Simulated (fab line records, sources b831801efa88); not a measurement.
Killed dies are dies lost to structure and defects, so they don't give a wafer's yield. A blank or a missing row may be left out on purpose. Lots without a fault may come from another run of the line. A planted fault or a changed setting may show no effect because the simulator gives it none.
Problem report in the 8D (eight disciplines) form, filled by code | flow gf180mcu | the parts of the form that need people (team, actions taken, sign-off) are left out

1. THE PROBLEM
M1_ALCU_RS at GF_M1_RS_MEAS_05 reads a mean of 0.1888 ohm/sq on 1 wafer of 1 lot; wafers without a fault read 0.0696 ohm/sq with a standard deviation of 0.00055. That is +99 or more standard deviations from the usual mean.
The step: measures by four-point-probe.
First seen on wafer L995.1, day 22 08:39, on film_metro-02. The record holds 36 wafers of 12 lots with a number at this step. Rule for "out", or "out of limits": more than 4 standard deviations from the usual mean. The other wafers with a number count as sound.

2. WHAT IT IS AND WHAT IT IS NOT
question                    | is                | is not
which readings at this step | M1_ALCU_RS        | -
which lots                  | L995              | L978, L979, L980, L981, L984, L988, L989, L992, L994, L996, L999
which wafers of those lots  | L995.1            | L995.2, L995.3
read on which gauges        | film_metro-02     | film_metro-03
when                        | from day 22 08:39 | up to then (29 sound wafers); but 6 sound wafers of L996, L999 came after

3. SUSPECTS, AND WHAT RULES EACH OUT
Counting: a tool at a process step up to the reading stays a suspect if it ran every lot that is out. Sound lots after the first of them don't rule it out here, since some wafers of a struck lot are sound.
- the gauge at GF_M1_RS_MEAS_05: kept. All the wafers that are out were read on film_metro-02, and no step on other tools shows them out.
- rie_diel-04 at GF_CONTACT_ETCH_16 (etches BARC in N2/H2): kept. It ran the lot that is out, L995 (day 22 07:16); its last sound lot up to then is L992 (day 21 04:58).
- pvd_sputter-01 at GF_M1_SPUTTER_02 (material AlCu, target thk 450 nm, time 23.9 s): kept. It ran the lot that is out, L995 (day 22 08:34); its last sound lot up to then is L992 (day 21 06:14).
- Within rie_diel-04 at GF_CONTACT_ETCH_16: the wafers that are out ran in chamber 1; their sound lot-mates ran in chambers 0, 3.
Left after counting: rie_diel-04 at GF_CONTACT_ETCH_16, pvd_sputter-01 at GF_M1_SPUTTER_02, film_metro-02 at GF_M1_RS_MEAS_05.

4. THE CAUSE (what the simulator had put in)
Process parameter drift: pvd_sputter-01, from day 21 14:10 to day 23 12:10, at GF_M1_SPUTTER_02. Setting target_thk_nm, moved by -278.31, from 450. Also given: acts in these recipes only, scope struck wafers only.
Counting left 3 suspects, and this tool is among them.

5. THE CHAIN OF EFFECTS, in route order
Each row: a reading whose mean over the struck wafers that have a number lies more than 3 standard deviations from the usual. Only readings for which the record gives a usual standard deviation are gone through. hours: the time from each lot's start at the first step in this table that gives one to its start at this step, as a median over the lots. sigmas: the change in usual standard deviations.
hours | step              | reading     | usual         | on struck wafers | change  | sigmas
0     | GF_M1_RS_MEAS_05  | M1_ALCU_RS  | 0.0696 ohm/sq | 0.1888           | +0.1192 | +99 or more
0     | GF_M1_THK_MEAS_06 | M1_ALCU_THK | 448 nm        | 171              | -277    | -66

6. WHAT WOULD HAVE CAUGHT IT SOONER
In this record the first reading out of limits at a measuring or inspecting step was taken at day 22 08:39, 18 hours after the fault began at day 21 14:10.
Of the tool readings at GF_M1_SPUTTER_02 for which the record gives a usual standard deviation, none was out on any struck wafer, so an alarm limit of 4 standard deviations on them would not have fired.
All the lots that are out (1) had begun GF_M1_SPUTTER_02 on pvd_sputter-01 by day 22 08:39. A hold on the tool at that time would have spared none of them.
